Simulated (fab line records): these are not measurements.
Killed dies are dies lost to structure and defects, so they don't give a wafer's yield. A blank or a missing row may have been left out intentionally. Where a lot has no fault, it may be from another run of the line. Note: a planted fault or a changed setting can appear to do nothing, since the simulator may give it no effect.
fab line records	flow sky130
[record] lots = 24	wafers = 72	lastDay = 50
route steps=708 shown METAL3@534 METAL4@629 VIA4@650 METAL5@675 PAD_OPEN@702
lots untouched by any fault: they come from a run of this same line in which no faults occurred
startH: hours from the record's first day to the start of the lot's first wafer shown	waitH: time in hours since the lot's previous step	" the same as in the row above	L1.1+2: a row that stands for several wafers	- no value, or no start was given	* or withheld: withheld	< > ~ a bound
route shown NAME@n: a module of which the file shows steps, and the number in the route of the first	usual: mean/standard deviation of fault-free wafers	same: alike in all rows	chamber/n: place in a boat	sites: readings site by site	_std_site: standard deviation of those values	_edge_site: mean of outer sites minus mean of inner sites	radiusMm: how far each site lies from the wafer's centre	mask NAME#n: copy n	behind: the tool/chamber that last shaped the wafer	hold: reason for holding the lot/hours on hold/outcome of the hold	device: the transistor (n, p or np) that didn't switch	end of line: the tests these same wafers got at the end of their route	step lacking rows: just its recipe	killed: the dies lost at the first sort to structure and to defects; this is not the yield of the wafer	map: dies across one wafer; x = killed, . = not, _ = none there
set.NAME: the setting as run; set.NAME@STEP: as run at that earlier step	model.NAME: the simulator's own value behind a step, which no gauge read
one table for each step of the route and one row for each wafer, over a sample of lots
services: the hour from which a tool's chamber was out of use, counted from the record's first day as startH (under 0 if before that day), plus the number of hours and why
[[steps]]
[step SKY_METAL3_SPUTTER_02]
[recipe] material = AlCu	targetThkNm = 735	powerW = 10600	timeS = 39.1	chamberPressurePa = 0.4
[usual] throttleValvePct = 29.5/0.98
lot.wafer	tool	chamber	startH	waitH	throttleValvePct
L074.1	pvdSputter-04	-	844.67	0.0	29.8
L074.5	"	-	"	"	28.3
L074.6	"	-	"	"	29.6
L075.2	pvdSputter-03	-	851.78	0.0	28.7
L075.3	"	-	"	"	31.4
L075.6	"	-	"	"	29.4
L076.3	pvdSputter-01	-	862.48	0.0	30.6
L076.4	"	-	"	"	29.6
L076.6	"	-	"	"	30.5
L077.3	pvdSputter-04	-	868.54	0.0	30.6
L077.4	"	-	"	"	28.2
L077.5	"	-	"	"	30.4
L078.1	pvdSputter-03	-	878.75	0.0	29.2
L078.2	"	-	"	"	28.4
L078.3	"	-	"	"	28.7
L079.2	pvdSputter-03	-	893.50	0.0	28.1
L079.3	"	-	"	"	29.3
L079.4	"	-	"	"	31.0
L080.2	pvdSputter-03	-	904.22	0.0	29.0
L080.3	"	-	"	"	31.2
L080.6	"	-	"	"	31.1
L081.3	pvdSputter-01	-	906.10	0.0	30.5
L081.4	"	-	"	"	29.3
L081.6	"	-	"	"	30.1
L082.1	pvdSputter-01	-	909.20	0.0	30.6
L082.3	"	-	"	"	30.0
L082.6	"	-	"	"	30.5
L083.1	pvdSputter-04	-	909.55	0.0	30.1
L083.2	"	-	"	"	29.8
L083.3	"	-	"	"	28.3
L084.2	pvdSputter-03	-	915.16	0.0	28.3
L084.3	"	-	"	"	28.7
L084.5	"	-	"	"	29.4
L085.3	pvdSputter-04	-	922.85	0.0	28.4
L085.5	"	-	"	"	29.7
L085.6	"	-	"	"	28.6
L086.3	pvdSputter-03	-	930.58	0.0	29.3
L086.5	"	-	"	"	28.3
L086.6	"	-	"	"	31.1
L087.1	pvdSputter-03	-	937.65	0.0	28.3
L087.2	"	-	"	"	28.8
L087.5	"	-	"	"	31.1
L088.1	pvdSputter-01	-	943.83	0.0	30.2
L088.2	"	-	"	"	29.5
L088.3	"	-	"	"	30.7
L089.1	pvdSputter-01	-	951.53	0.0	29.4
L089.3	"	-	"	"	30.0
L089.5	"	-	"	"	30.8
L090.1	pvdSputter-03	-	985.84	0.0	28.7
L090.2	"	-	"	"	30.7
L090.3	"	-	"	"	29.2
L092.4	pvdSputter-01	-	987.77	0.0	30.2
L092.5	"	-	"	"	30.8
L092.6	"	-	"	"	29.5
L091.1	pvdSputter-03	-	989.32	0.0	28.5
L091.2	"	-	"	"	31.3
L091.5	"	-	"	"	29.0
L093.2	pvdSputter-04	-	989.32	0.0	29.8
L093.5	"	-	"	"	30.2
L093.6	"	-	"	"	28.1
L094.1	pvdSputter-04	-	992.56	0.0	30.4
L094.4	"	-	"	"	30.2
L094.5	"	-	"	"	30.4
L095.3	pvdSputter-04	-	996.74	0.0	29.7
L095.4	"	-	"	"	28.5
L095.6	"	-	"	"	29.7
L096.4	pvdSputter-01	-	1001.46	0.0	30.3
L096.5	"	-	"	"	29.6
L096.6	"	-	"	"	30.8
L097.2	pvdSputter-04	-	1007.11	0.0	28.2
L097.3	"	-	"	"	28.5
L097.4	"	-	"	"	29.7
[step SKY_METAL4_CD_MEAS_13]
[recipe] targetCdNm = 300
[usual] cdNm = 300.1/1.5
lot.wafer	tool	chamber	startH	waitH	cdNm
L074.1	cdSem-01	-	976.10	-	299.3
L074.5	"	-	"	"	298.3
L074.6	"	-	"	"	300.4
L075.2	cdSem-01	-	981.87	-	298.8
L075.3	"	-	"	"	299.2
L075.6	"	-	"	"	298.3
L076.3	cdSem-02	-	991.10	-	301.5
L076.4	"	-	"	"	301.6
L076.6	"	-	"	"	300.6
L077.3	cdSem-02	-	998.04	-	304.3
L077.4	"	-	"	"	302.3
L077.5	"	-	"	"	302.3
L078.1	cdSem-01	-	1005.60	-	301.2
L078.2	"	-	"	"	301.3
L078.3	"	-	"	"	302.2
L079.2	cdSem-01	-	1019.03	-	299.2
L079.3	"	-	"	"	298.3
L079.4	"	-	"	"	298.5
L080.2	cdSem-02	-	1028.37	-	299.2
L080.3	"	-	"	"	297.9
L080.6	"	-	"	"	299.7
L081.3	cdSem-01	-	1030.91	-	299.3
L081.4	"	-	"	"	299.7
L081.6	"	-	"	"	300.5
L082.1	cdSem-02	-	1033.55	-	300.1
L082.3	"	-	"	"	300.0
L082.6	"	-	"	"	300.6
L083.1	cdSem-02	-	1033.90	-	298.1
L083.2	"	-	"	"	298.4
L083.3	"	-	"	"	297.8
L084.2	cdSem-02	-	1036.92	-	298.0
L084.3	"	-	"	"	299.5
L084.5	"	-	"	"	299.6
L085.3	cdSem-02	-	1045.38	-	300.8
L085.5	"	-	"	"	300.0
L085.6	"	-	"	"	300.9
L086.3	cdSem-02	-	1051.74	-	301.6
L086.5	"	-	"	"	302.0
L086.6	"	-	"	"	300.4
L087.1	cdSem-02	-	1057.55	-	298.8
L087.2	"	-	"	"	298.5
L087.5	"	-	"	"	299.6
L088.1	cdSem-02	-	1064.55	-	302.8
L088.2	"	-	"	"	300.7
L088.3	"	-	"	"	302.2
L089.1	cdSem-02	-	1069.74	-	300.4
L089.3	"	-	"	"	300.2
L089.5	"	-	"	"	302.1
L090.1	cdSem-01	-	1100.72	-	301.6
L090.2	"	-	"	"	302.6
L090.3	"	-	"	"	302.3
L092.4	cdSem-02	-	1101.93	-	297.6
L092.5	"	-	"	"	299.0
L092.6	"	-	"	"	298.6
L091.1	cdSem-01	-	1102.22	-	299.1
L091.2	"	-	"	"	299.9
L091.5	"	-	"	"	300.1
L093.2	cdSem-02	-	1103.39	-	300.3
L093.5	"	-	"	"	299.9
L093.6	"	-	"	"	300.8
L094.1	cdSem-01	-	1104.67	-	299.6
L094.4	"	-	"	"	299.9
L094.5	"	-	"	"	299.5
L095.3	cdSem-02	-	1111.39	-	302.7
L095.4	"	-	"	"	301.3
L095.6	"	-	"	"	301.1
L096.4	cdSem-01	-	1113.53	-	299.7
L096.5	"	-	"	"	299.6
L096.6	"	-	"	"	295.6
L097.2	cdSem-02	-	1119.72	-	298.7
L097.3	"	-	"	"	298.0
L097.4	"	-	"	"	298.9
[step SKY_METAL4_ETCH_16]
[recipe] chemistry = N2/H2	target = BARC	ionEnergyEv = 200	biasW = 100	pressureMtorr = 30	n2FlowSccm = 100	h2FlowSccm = 200	icpW = 500	stopOn = SiO2	timeS = 88.2	targetDepthA = 600
[usual] chamberPressureMTorr = 30.002/0.026	drypumpMotorCurrentA = 5.8/0.34	h2FlowSccm = 200.0/0.54	oesProductAu = 0.626/0.0046	throttleValvePct = 13.205/0.0087
lot.wafer	tool	chamber	startH	waitH	chamberPressureMTorr	drypumpMotorCurrentA	h2FlowSccm	oesProductAu	rfHoursCounterH	throttleValvePct
L074.1	rieMetal-03	1	976.30	0.0	30.006	5.8	200.1	0.624	8	13.216
L074.5	"	1	"	"	29.969	5.8	200.4	0.629	-	13.194
L074.6	"	0	"	"	30.027	6.0	199.6	0.625	-	13.214
L075.2	rieMetal-02	1	982.10	0.1	29.969	6.0	199.8	0.625	-	13.206
L075.3	"	1	"	"	30.022	6.0	200.3	0.612	-	13.213
L075.6	"	1	"	"	29.985	6.0	200.6	0.625	-	13.194
L076.3	rieMetal-03	1	991.29	0.0	29.978	5.8	200.7	0.627	-	13.201
L076.4	"	0	"	"	30.035	6.0	199.8	0.631	-	13.214
L076.6	"	0	"	"	29.999	6.0	199.3	0.630	-	13.216
L077.3	rieMetal-01	0	998.22	0.0	30.025	5.1	200.1	0.630	-	13.205
L077.4	"	1	"	"	30.050	6.0	201.0	0.623	-	13.213
L077.5	"	0	"	"	30.014	5.1	200.1	0.624	-	13.205
L078.1	rieMetal-01	0	1005.79	0.0	29.960	5.1	199.4	0.635	14	13.200
L078.2	"	1	"	"	29.956	6.0	199.9	0.614	7	13.199
L078.3	"	0	"	"	29.945	5.1	200.2	0.628	-	13.219
L079.2	rieMetal-01	1	1019.20	0.0	29.998	6.0	200.3	0.623	8	13.220
L079.3	"	1	"	"	30.002	6.0	201.0	0.634	-	13.199
L079.4	"	0	"	"	30.015	5.1	199.9	0.620	-	13.194
L080.2	rieMetal-01	1	1028.54	0.0	30.020	6.0	199.7	0.632	8	13.211
L080.3	"	1	"	"	30.007	5.9	200.4	0.626	-	13.230
L080.6	"	0	"	"	30.020	5.1	200.5	0.620	-	13.191
L081.3	rieMetal-01	0	1031.09	0.0	30.036	5.1	199.5	0.623	-	13.225
L081.4	"	1	"	"	30.007	5.9	198.8	0.625	-	13.224
L081.6	"	1	"	"	29.984	6.0	199.2	0.621	-	13.191
L082.1	rieMetal-01	1	1033.74	0.0	30.030	6.0	200.8	0.628	9	13.210
L082.3	"	1	"	"	30.041	6.0	200.8	0.635	-	13.205
L082.6	"	0	"	"	30.000	5.1	200.7	0.631	-	13.205
L083.1	rieMetal-03	1	1034.09	0.0	30.045	5.8	199.5	0.627	11	13.201
L083.2	"	0	"	"	30.006	6.0	199.7	0.628	11	13.203
L083.3	"	0	"	"	29.998	6.0	200.7	0.634	-	13.210
L084.2	rieMetal-02	0	1037.09	0.0	29.994	6.3	199.5	0.628	3	13.204
L084.3	"	1	"	"	29.990	6.0	200.0	0.628	-	13.207
L084.5	"	1	"	"	29.981	6.0	199.7	0.620	-	13.193
L085.3	rieMetal-01	1	1045.56	0.0	30.006	6.0	199.8	0.627	-	13.195
L085.5	"	1	"	"	29.975	6.0	199.5	0.621	-	13.199
L085.6	"	0	"	"	30.002	5.1	199.0	0.631	-	13.212
L086.3	rieMetal-02	1	1051.92	0.0	29.988	6.0	200.4	0.619	-	13.207
L086.5	"	0	"	"	29.969	6.3	200.1	0.617	-	13.209
L086.6	"	1	"	"	30.029	6.0	200.2	0.627	-	13.207
L087.1	rieMetal-03	0	1057.74	0.0	30.010	6.0	200.8	0.627	12	13.212
L087.2	"	1	"	"	30.028	5.8	200.5	0.625	13	13.197
L087.5	"	1	"	"	30.027	5.8	200.9	0.628	-	13.202
L088.1	rieMetal-03	1	1064.74	0.0	29.995	5.8	199.9	0.618	13	13.219
L088.2	"	0	"	"	30.045	6.0	200.5	0.626	12	13.204
L088.3	"	0	"	"	30.010	6.0	199.7	0.631	-	13.205
L089.1	rieMetal-03	0	1069.93	0.0	30.032	6.0	200.2	0.624	13	13.198
L089.3	"	0	"	"	29.974	6.0	199.5	0.631	-	13.203
L089.5	"	0	"	"	29.967	6.0	199.7	0.619	-	13.209
L090.1	rieMetal-03	1	1100.90	0.0	29.985	5.8	199.2	0.623	15	13.211
L090.2	"	0	"	"	30.016	6.0	199.5	0.627	14	13.203
L090.3	"	1	"	"	29.996	5.8	199.3	0.630	-	13.190
L092.4	rieMetal-03	0	1102.09	0.0	29.979	6.0	199.3	0.635	-	13.199
L092.5	"	1	"	"	29.984	5.8	199.6	0.626	-	13.201
L092.6	"	0	"	"	30.022	6.0	200.2	0.624	-	13.207
L091.1	rieMetal-01	0	1102.40	0.0	30.000	5.1	201.2	0.626	20	13.203
L091.2	"	1	"	"	30.008	6.0	200.6	0.634	13	13.213
L091.5	"	0	"	"	30.017	5.1	199.4	0.629	-	13.195
L093.2	rieMetal-02	0	1103.55	0.0	29.997	6.3	199.8	0.629	8	13.199
L093.5	"	0	"	"	30.036	6.3	199.3	0.627	-	13.207
L093.6	"	1	"	"	30.002	6.0	200.1	0.628	-	13.198
L094.1	rieMetal-03	1	1104.85	0.0	29.956	5.8	199.8	0.623	15	13.209
L094.4	"	1	"	"	29.990	5.8	199.9	0.632	-	13.211
L094.5	"	0	"	"	29.999	6.0	199.6	0.632	-	13.204
L095.3	rieMetal-03	0	1111.57	0.0	30.003	6.0	200.1	0.619	-	13.213
L095.4	"	1	"	"	29.991	5.8	200.2	0.620	-	13.197
L095.6	"	0	"	"	29.993	6.0	200.3	0.635	-	13.197
L096.4	rieMetal-02	0	1113.69	0.0	30.016	6.3	199.5	0.622	-	13.196
L096.5	"	1	"	"	30.050	6.0	199.4	0.630	-	13.193
L096.6	"	0	"	"	30.026	6.3	199.9	0.624	-	13.215
L097.2	rieMetal-03	1	1119.89	0.0	29.986	5.8	200.8	0.623	17	13.196
L097.3	"	0	"	"	30.006	6.0	200.9	0.624	-	13.217
L097.4	"	1	"	"	30.011	5.8	201.3	0.628	-	13.197
[step SKY_VIA4_OVL_MEAS_11]
[usual] VIA4_OVL = 1.0/1.5
lot.wafer	tool	chamber	startH	waitH	VIA4_OVL[nm]
L074.1	overlay-02	-	1001.31	0.1	-0.1
L074.5	"	-	"	"	-0.7
L074.6	"	-	"	"	-0.3
L075.2	overlay-02	-	1007.02	0.1	-0.7
L075.3	"	-	"	"	-0.1
L075.6	"	-	"	"	0.8
L076.3	overlay-02	-	1015.28	0.1	2.8
L076.4	"	-	"	"	1.6
L076.6	"	-	"	"	2.3
L077.3	overlay-01	-	1022.34	0.1	-0.9
L077.4	"	-	"	"	-1.1
L077.5	"	-	"	"	0.1
L078.1	overlay-01	-	1029.15	0.1	1.0
L078.2	"	-	"	"	1.3
L078.3	"	-	"	"	2.4
L079.2	overlay-02	-	1043.26	0.1	-0.6
L079.3	"	-	"	"	1.6
L079.4	"	-	"	"	0.1
L080.2	overlay-01	-	1051.76	0.1	-0.6
L080.3	"	-	"	"	-0.6
L080.6	"	-	"	"	-0.5
L081.3	overlay-02	-	1054.08	0.1	4.6
L081.4	"	-	"	"	4.0
L081.6	"	-	"	"	3.7
L082.1	overlay-01	-	1057.37	0.1	1.8
L082.3	"	-	"	"	0.1
L082.6	"	-	"	"	0.8
L083.1	overlay-02	-	1057.85	0.1	0.1
L083.2	"	-	"	"	0.1
L083.3	"	-	"	"	0.1
L084.2	overlay-01	-	1060.51	0.1	-1.3
L084.3	"	-	"	"	2.2
L084.5	"	-	"	"	-1.0
L085.3	overlay-02	-	1068.61	0.1	1.3
L085.5	"	-	"	"	0.3
L085.6	"	-	"	"	-1.2
L086.3	overlay-02	-	1074.06	0.1	0.0
L086.5	"	-	"	"	1.3
L086.6	"	-	"	"	-2.3
L087.1	overlay-02	-	1079.82	0.1	2.2
L087.2	"	-	"	"	2.3
L087.5	"	-	"	"	1.0
L088.1	overlay-01	-	1086.82	0.1	3.5
L088.2	"	-	"	"	1.5
L088.3	"	-	"	"	0.4
L089.1	overlay-02	-	1091.57	0.1	-1.9
L089.3	"	-	"	"	-0.6
L089.5	"	-	"	"	0.0
L090.1	overlay-02	-	1121.37	0.1	0.3
L090.2	"	-	"	"	2.6
L090.3	"	-	"	"	1.6
L092.4	overlay-02	-	1122.52	0.1	-0.6
L092.5	"	-	"	"	-1.9
L092.6	"	-	"	"	0.5
L091.1	overlay-01	-	1124.07	0.1	0.3
L091.2	"	-	"	"	1.9
L091.5	"	-	"	"	1.0
L093.2	overlay-02	-	1124.38	0.1	0.0
L093.5	"	-	"	"	-0.1
L093.6	"	-	"	"	-1.4
L094.1	overlay-01	-	1126.65	0.1	2.7
L094.4	"	-	"	"	2.9
L094.5	"	-	"	"	1.0
L095.3	overlay-02	-	1133.38	0.1	3.6
L095.4	"	-	"	"	3.9
L095.6	"	-	"	"	2.7
L096.4	overlay-02	-	1134.19	0.1	2.6
L096.5	"	-	"	"	2.3
L096.6	"	-	"	"	1.8
L097.2	overlay-02	-	1139.42	0.1	-0.9
L097.3	"	-	"	"	-0.6
L097.4	"	-	"	"	0.1
[step SKY_METAL5_DESCUM_14]
[recipe] chemistry = O2	sourcePowerW = 150	biasPowerW = 0	pressureMtorr = 10	tempC = 40	timeS = 11
[usual] chamberPressureMTorr = 10.001/0.0093	drypumpMotorCurrentA = 5.98/0.13	oesProductAu = 0.995/0.0094
lot.wafer	tool	chamber	startH	waitH	chamberPressureMTorr	drypumpMotorCurrentA	oesProductAu	rfHoursCounterH
L074.1	rieMetal-04	0	1025.06	0.1	9.992	5.96	0.996	15
L074.5	"	0	"	"	9.996	5.95	0.981	-
L074.6	"	1	"	"	10.007	5.95	0.989	-
L075.2	rieMetal-03	1	1030.52	0.1	9.993	5.82	1.002	11
L075.3	"	1	"	"	10.003	5.82	1.006	-
L075.6	"	1	"	"	10.007	5.80	1.003	-
L076.3	rieMetal-03	0	1039.48	0.1	10.020	5.97	0.987	-
L076.4	"	1	"	"	10.002	5.80	1.008	-
L076.6	"	0	"	"	10.001	5.97	0.984	-
L077.3	rieMetal-04	0	1045.36	0.1	10.010	5.93	0.983	-
L077.4	"	1	"	"	10.007	5.95	0.993	-
L077.5	"	0	"	"	10.002	5.94	0.994	-
L078.1	rieMetal-04	1	1052.97	0.1	10.008	5.94	0.977	8
L078.2	"	0	"	"	10.008	5.97	0.993	17
L078.3	"	0	"	"	10.014	5.95	0.992	-
L079.2	rieMetal-03	0	1067.22	0.1	10.006	6.01	0.984	12
L079.3	"	0	"	"	10.003	6.02	0.989	-
L079.4	"	1	"	"	10.016	5.84	1.008	-
L080.2	rieMetal-03	0	1074.42	0.1	10.015	6.02	0.995	13
L080.3	"	1	"	"	10.006	5.81	1.009	-
L080.6	"	0	"	"	10.007	6.00	0.993	-
L081.3	rieMetal-03	0	1076.83	0.1	10.023	6.02	0.995	-
L081.4	"	1	"	"	10.004	5.83	1.013	-
L081.6	"	0	"	"	10.004	6.03	0.994	-
L082.1	rieMetal-02	0	1079.22	0.1	10.004	6.28	0.986	6
L082.3	"	0	"	"	10.001	6.27	0.991	-
L082.6	"	0	"	"	9.995	6.28	0.985	-
L083.1	rieMetal-02	1	1080.92	0.1	9.996	6.02	0.993	15
L083.2	"	0	"	"	10.002	6.28	0.991	6
L083.3	"	0	"	"	10.004	6.29	0.983	-
L084.2	rieMetal-03	1	1082.70	0.1	9.993	5.80	1.012	14
L084.3	"	1	"	"	9.991	5.79	1.011	-
L084.5	"	0	"	"	9.991	5.99	0.989	-
L085.3	rieMetal-02	1	1090.48	0.1	10.003	6.01	0.999	-
L085.5	"	1	"	"	10.022	6.01	0.991	-
L085.6	"	0	"	"	10.005	6.29	0.991	-
L086.3	rieMetal-04	1	1096.86	0.1	10.007	5.94	0.997	-
L086.5	"	0	"	"	10.009	5.96	0.992	-
L086.6	"	1	"	"	9.998	5.96	0.987	-
L087.1	rieMetal-02	0	1101.70	0.1	9.988	6.28	0.995	7
L087.2	"	1	"	"	9.996	5.99	0.994	16
L087.5	"	0	"	"	10.006	6.28	0.997	-
L088.1	rieMetal-04	0	1108.30	0.1	10.000	5.94	0.992	20
L088.2	"	1	"	"	9.998	5.94	0.994	12
L088.3	"	0	"	"	9.999	5.96	0.996	-
L089.1	rieMetal-03	0	1113.77	0.1	10.006	6.02	0.985	16
L089.3	"	1	"	"	9.981	5.81	1.020	-
L089.5	"	0	"	"	9.997	5.99	1.001	-
L090.1	rieMetal-04	1	1141.40	0.1	9.987	5.94	0.984	14
L090.2	"	0	"	"	9.991	5.94	1.002	23
L090.3	"	0	"	"	10.016	5.97	1.000	-
L092.4	rieMetal-03	1	1142.79	0.1	10.005	5.80	1.004	-
L092.5	"	1	"	"	10.000	5.79	1.013	-
L092.6	"	0	"	"	9.998	6.00	0.994	-
L091.1	rieMetal-02	1	1143.30	0.1	9.999	6.01	0.992	21
L091.2	"	0	"	"	10.009	6.28	0.990	11
L091.5	"	1	"	"	10.010	5.99	0.981	-
L093.2	rieMetal-04	0	1144.77	0.1	10.015	5.96	0.984	23
L093.5	"	1	"	"	10.018	5.95	0.981	-
L093.6	"	0	"	"	9.990	5.98	1.000	-
L094.1	rieMetal-02	0	1145.87	0.1	10.005	6.26	0.989	12
L094.4	"	1	"	"	9.995	6.03	0.990	-
L094.5	"	0	"	"	9.998	6.28	0.988	-
L095.3	rieMetal-04	1	1152.99	0.1	9.987	5.95	0.985	-
L095.4	"	1	"	"	9.994	5.91	0.994	-
L095.6	"	1	"	"	9.979	5.94	0.992	-
L096.4	rieMetal-03	1	1153.86	0.1	9.996	5.81	1.007	-
L096.5	"	0	"	"	10.001	5.98	1.006	-
L096.6	"	1	"	"	9.981	5.83	1.007	-
L097.2	rieMetal-04	1	1158.39	0.1	9.999	5.94	0.988	-
L097.3	"	1	"	"	10.019	5.95	0.991	-
L097.4	"	1	"	"	10.000	5.92	0.982	-
[step SKY_PAD_OPEN_STRIP_08]
[recipe] chemistry = O2/N2	powerW = 1400	pressureMtorr = 1500	platenTempC = withheld	overashFraction = 0.7	o2FlowSccm = 3000	n2FlowSccm = 300
[usual] chamberPressureMTorr = 1500.1/1.4	drypumpMotorCurrentA = 5.7/0.36	oesProductAu = 0.663/0.0043	stripTimeToEndpointS = 37.11/0.1
lot.wafer	tool	chamber	startH	waitH	chamberPressureMTorr	drypumpMotorCurrentA	oesProductAu	rfHoursCounterH	stripTimeToEndpointS
L074.1	plasmaAsher-04	1	1070.11	0.1	1500.3	6.0	0.663	64	37.03
L074.5	"	0	"	"	1498.3	5.8	0.663	-	36.92
L074.6	"	1	"	"	1498.4	6.0	0.659	-	36.94
L075.2	plasmaAsher-03	0	1075.67	0.1	1500.8	6.2	0.662	1	37.10
L075.3	"	0	"	"	1499.2	6.2	0.669	-	37.09
L075.6	"	1	"	"	1501.3	6.2	0.663	-	37.08
L076.3	plasmaAsher-04	1	1083.35	0.1	1500.9	6.0	0.667	-	37.14
L076.4	"	0	"	"	1499.8	5.7	0.662	-	37.08
L076.6	"	0	"	"	1499.1	5.7	0.654	-	37.10
L077.3	plasmaAsher-01	1	1089.29	0.1	1501.5	5.5	0.659	-	37.12
L077.4	"	0	"	"	1500.8	5.3	0.660	-	37.21
L077.5	"	0	"	"	1498.6	5.3	0.673	-	37.18
L078.1	plasmaAsher-01	1	1095.86	0.1	1498.3	5.5	0.661	35	37.17
L078.2	"	0	"	"	1500.1	5.3	0.663	35	37.02
L078.3	"	0	"	"	1499.5	5.3	0.659	-	37.08
L079.2	plasmaAsher-01	0	1109.91	0.1	1499.3	5.3	0.671	37	37.14
L079.3	"	1	"	"	1502.3	5.5	0.659	-	37.16
L079.4	"	0	"	"	1499.9	5.3	0.665	-	37.17
L080.2	plasmaAsher-01	1	1115.37	0.1	1498.1	5.5	0.662	37	37.18
L080.3	"	1	"	"	1501.6	5.5	0.667	-	37.19
L080.6	"	1	"	"	1498.1	5.5	0.670	-	37.18
L081.3	plasmaAsher-03	1	1117.21	0.1	1500.4	6.2	0.665	-	36.97
L081.4	"	0	"	"	1499.2	6.2	0.659	-	36.92
L081.6	"	0	"	"	1499.2	6.2	0.668	-	36.96
L082.1	plasmaAsher-03	1	1120.62	0.1	1500.2	6.2	0.664	5	37.19
L082.3	"	1	"	"	1499.8	6.1	0.662	-	37.22
L082.6	"	0	"	"	1497.9	6.2	0.655	-	37.12
L083.1	plasmaAsher-04	1	1122.61	0.1	1499.2	6.0	0.665	69	37.09
L083.2	"	0	"	"	1499.4	5.7	0.666	69	37.07
L083.3	"	0	"	"	1501.1	5.7	0.672	-	36.94
L084.2	plasmaAsher-01	1	1124.46	0.1	1500.4	5.5	0.665	38	37.07
L084.3	"	1	"	"	1499.7	5.5	0.662	-	37.15
L084.5	"	1	"	"	1499.5	5.5	0.664	-	37.24
L085.3	plasmaAsher-01	1	1131.99	0.1	1499.5	5.5	0.672	-	36.98
L085.5	"	1	"	"	1500.5	5.5	0.659	-	37.07
L085.6	"	0	"	"	1500.4	5.3	0.657	-	37.01
L086.3	plasmaAsher-03	1	1137.01	0.1	1504.4	6.2	0.665	-	37.07
L086.5	"	1	"	"	1496.1	6.2	0.665	-	37.11
L086.6	"	0	"	"	1499.0	6.1	0.662	-	37.09
L087.1	plasmaAsher-01	1	1140.71	0.1	1499.9	5.5	0.659	40	37.24
L087.2	"	0	"	"	1502.9	5.3	0.666	40	37.15
L087.5	"	1	"	"	1499.0	5.5	0.663	-	37.26
L088.1	plasmaAsher-03	0	1147.31	0.1	1499.6	6.2	0.664	7	37.04
L088.2	"	1	"	"	1500.6	6.2	0.665	7	37.00
L088.3	"	0	"	"	1499.3	6.2	0.664	-	37.26
L089.1	plasmaAsher-01	1	1151.86	0.1	1501.2	5.5	0.665	40	37.22
L089.3	"	0	"	"	1498.5	5.3	0.662	-	37.15
L089.5	"	1	"	"	1502.1	5.5	0.660	-	37.25
L090.1	plasmaAsher-01	1	1177.81	0.1	1498.2	5.4	0.668	43	37.19
L090.2	"	0	"	"	1497.5	5.3	0.662	43	37.16
L090.3	"	0	"	"	1497.6	5.3	0.670	-	37.17
L092.4	plasmaAsher-04	0	1177.96	0.1	1498.8	5.7	0.665	-	37.06
L092.5	"	1	"	"	1500.7	6.0	0.661	-	37.23
L092.6	"	0	"	"	1502.2	5.7	0.665	-	37.10
L091.1	plasmaAsher-01	0	1178.61	0.1	1499.0	5.3	0.658	43	36.93
L091.2	"	1	"	"	1501.8	5.5	0.659	43	37.05
L091.5	"	0	"	"	1501.7	5.3	0.672	-	37.02
L093.2	plasmaAsher-03	1	1180.21	0.1	1502.0	6.1	0.664	11	37.28
L093.5	"	1	"	"	1500.0	6.2	0.657	-	37.23
L093.6	"	0	"	"	1501.8	6.2	0.668	-	37.36
L094.1	plasmaAsher-03	1	1181.21	0.1	1498.4	6.2	0.661	11	37.15
L094.4	"	1	"	"	1501.2	6.2	0.663	-	37.08
L094.5	"	1	"	"	1500.8	6.2	0.656	-	37.21
L095.3	plasmaAsher-04	0	1188.14	0.1	1502.2	5.7	0.662	-	37.09
L095.4	"	1	"	"	1497.7	6.0	0.663	-	37.12
L095.6	"	1	"	"	1497.5	6.0	0.664	-	37.10
L096.4	plasmaAsher-01	0	1189.21	0.1	1500.2	5.3	0.661	-	37.13
L096.5	"	0	"	"	1499.3	5.3	0.661	-	36.97
L096.6	"	1	"	"	1500.2	5.5	0.665	-	37.11
L097.2	plasmaAsher-01	1	1193.22	0.1	1500.6	5.5	0.659	44	37.14
L097.3	"	1	"	"	1500.9	5.5	0.667	-	37.15
L097.4	"	0	"	"	1500.2	5.3	0.669	-	37.10
[[services]]
tool	chamber	startH	hours	kind
rieMetal-04	-	834.19	1.8	repair
rieMetal-04	0	835.49	5.0	repair
rieMetal-04	-	850.96	14.6	pm
rieMetal-03	1	859.73	4.3	repair
pvdSputter-03	-	879.07	4.5	repair
plasmaAsher-01	-	882.11	1.3	repair
rieMetal-03	-	884.77	4.0	pm
rieMetal-04	-	914.62	5.7	repair
pvdSputter-03	-	928.79	0.6	repair
rieMetal-01	-	942.61	0.2	repair
rieMetal-04	0	988.36	15.6	repair
pvdSputter-03	-	999.83	1.9	repair
pvdSputter-04	-	1020.70	25.5	repair
pvdSputter-03	-	1029.83	0.6	repair
pvdSputter-04	-	1037.26	3.9	repair
rieMetal-02	-	1037.84	0.4	repair
rieMetal-04	1	1048.15	2.4	repair
pvdSputter-03	-	1054.86	1.7	repair
pvdSputter-03	-	1069.94	2.9	repair
plasmaAsher-01	-	1088.07	0.4	repair
rieMetal-03	1	1123.39	12.9	repair
plasmaAsher-01	-	1141.85	4.0	repair
rieMetal-04	0	1148.82	17.1	repair
rieMetal-03	-	1185.92	2.8	pm
[[key]]
fault none
